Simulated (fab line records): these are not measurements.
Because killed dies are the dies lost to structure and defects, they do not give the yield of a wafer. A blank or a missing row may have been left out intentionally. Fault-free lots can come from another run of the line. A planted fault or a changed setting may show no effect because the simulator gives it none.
What tool caused it? + flow gf180mcu + 39 wafers from 13 lots sampled at 3 of the route's 602 steps

== WHAT THE GAUGES SHOWED, per wafer ==
GF_V5_THK_MEAS_25: measures by xrf. Usual: for V5_W_THK the level is 369 nm and the standard deviation is 6.2.
| lot  | measured     | on           | V5_W_THK (nm) | flag |
|------|--------------|--------------|---------------|------|
| L150 | day 27 03:49 | filmMetro-02 | 370 372 367   |      |
| L152 | day 27 14:28 | filmMetro-04 | 358 358 355   |      |
| L154 | day 28 15:04 | filmMetro-04 | 364 360 359   |      |
| L159 | day 29 23:29 | filmMetro-02 | 375 368 370   |      |
| L160 | day 30 09:33 | filmMetro-03 | 373 374 373   |      |
| L161 | day 30 16:03 | filmMetro-02 | 362 372 364   |      |
| L162 | day 30 17:14 | filmMetro-02 | 375 372 362   |      |
| L168 | day 32 05:08 | filmMetro-04 | 359 359 373   |      |
| L169 | day 32 16:46 | filmMetro-03 | 368 377 368   |      |
| L170 | day 32 19:26 | filmMetro-02 | 380 361 374   |      |
| L171 | day 32 22:24 | filmMetro-03 | 376 369 372   |      |
| L172 | day 33 06:35 | filmMetro-03 | 368 369 370   |      |
| L173 | day 33 13:27 | filmMetro-02 | 368 366 371   |      |

GF_PASSIVATION_THK_MEAS_01. Usual: for PASSIVATION_CVD_00_THK the level is 1002 nm and the standard deviation is 12.
| lot  | measured     | on           | PASSIVATION_CVD_00_THK (nm) | flag |
|------|--------------|--------------|-----------------------------|------|
| L150 | day 28 01:39 | filmMetro-04 | 1003 1006 1011              |      |
| L152 | day 28 11:40 | filmMetro-04 | 990 1025 1003               |      |
| L154 | day 29 12:24 | filmMetro-01 | 988 997 1017                |      |
| L159 | day 30 18:47 | filmMetro-01 | 985 996 999                 |      |
| L160 | day 31 05:10 | filmMetro-01 | 1001 1014 1001              |      |
| L161 | day 31 11:13 | filmMetro-04 | 997 996 1023                |      |
| L162 | day 31 12:19 | filmMetro-03 | 991 1023 1020               |      |
| L168 | day 32 23:16 | filmMetro-04 | 988 1011 1009               |      |
| L169 | day 33 10:08 | filmMetro-01 | 980 1007 1009               |      |
| L170 | day 33 12:35 | filmMetro-01 | 983 990 997                 |      |
| L171 | day 33 15:20 | filmMetro-04 | 1001 1015 1008              |      |
| L172 | day 33 23:41 | filmMetro-01 | 994 999 1007                |      |
| L173 | day 34 06:05 | filmMetro-04 | 983 988 1007                |      |

== WHAT TOOL EACH LOT RAN ON (gives the tool, then ch and the chambers of the sampled wafers, and finally the start) ==
| lot  | GF_PASSIVATION_CVD_00           |
|------|---------------------------------|
| L150 | pecvd-01 ch 0,2, day 28 01:34   |
| L152 | pecvd-04 ch 0,1,2, day 28 11:35 |
| L154 | pecvd-02 ch 0,2, day 29 12:19   |
| L159 | pecvd-04 ch 1,2, day 30 18:43   |
| L160 | pecvd-01 ch 0,1,2, day 31 05:05 |
| L161 | pecvd-04 ch 0,2, day 31 11:08   |
| L162 | pecvd-04 ch 0,1, day 31 12:13   |
| L168 | pecvd-04 ch 0,1, day 32 23:11   |
| L169 | pecvd-04 ch 0,1,2, day 33 10:02 |
| L170 | pecvd-04 ch 1,2, day 33 12:30   |
| L171 | pecvd-01 ch 0,1,2, day 33 15:15 |
| L172 | pecvd-04 ch 0,1,2, day 33 23:36 |
| L173 | pecvd-01 ch 0,1,2, day 34 06:01 |
- GF_PASSIVATION_CVD_00: deposits SiO2 from TEOS, target thk 1000 nm, time 111.95 s.

== WHAT THE TOOLS THEMSELVES READ (means of the sampled wafers that have a number; where no wafer has one, the mark that the record gives instead) ==
GF_PASSIVATION_CVD_00. Usual: heaterPowerW reads 704 W (standard deviation 140).
| lot  | tool     | heaterPowerW (W) | flag |
|------|----------|------------------|------|
| L150 | pecvd-01 | 851              |      |
| L152 | pecvd-04 | 679              |      |
| L154 | pecvd-02 | 571              |      |
| L159 | pecvd-04 | 656              |      |
| L160 | pecvd-01 | 740              |      |
| L161 | pecvd-04 | 712              |      |
| L162 | pecvd-04 | 685              |      |
| L168 | pecvd-04 | 621              |      |
| L169 | pecvd-04 | 718              |      |
| L170 | pecvd-04 | 669              |      |
| L171 | pecvd-01 | 721              |      |
| L172 | pecvd-04 | 693              |      |
| L173 | pecvd-01 | 753              |      |

== THE ANSWER, worked out from the rows above alone ==
Rule: take the mean of a lot's wafers that have a number; if it is more than 3 standard deviations from the usual mean, the lot is off. A lot without any number at a reading at which 4 lots or more have one is off too. The other lots that the step has rows for count as sound. The gauges are gone through in route order, then the tools' own readings, and for those a lot's mean is taken as printed above. At the first step where some lot is off, the reading lying furthest off is the one used; lots without a number count as furthest.
Across all readings shown, no lot is off: no conclusion can be drawn from this.

== WHAT THE SIMULATOR PUT IN ==
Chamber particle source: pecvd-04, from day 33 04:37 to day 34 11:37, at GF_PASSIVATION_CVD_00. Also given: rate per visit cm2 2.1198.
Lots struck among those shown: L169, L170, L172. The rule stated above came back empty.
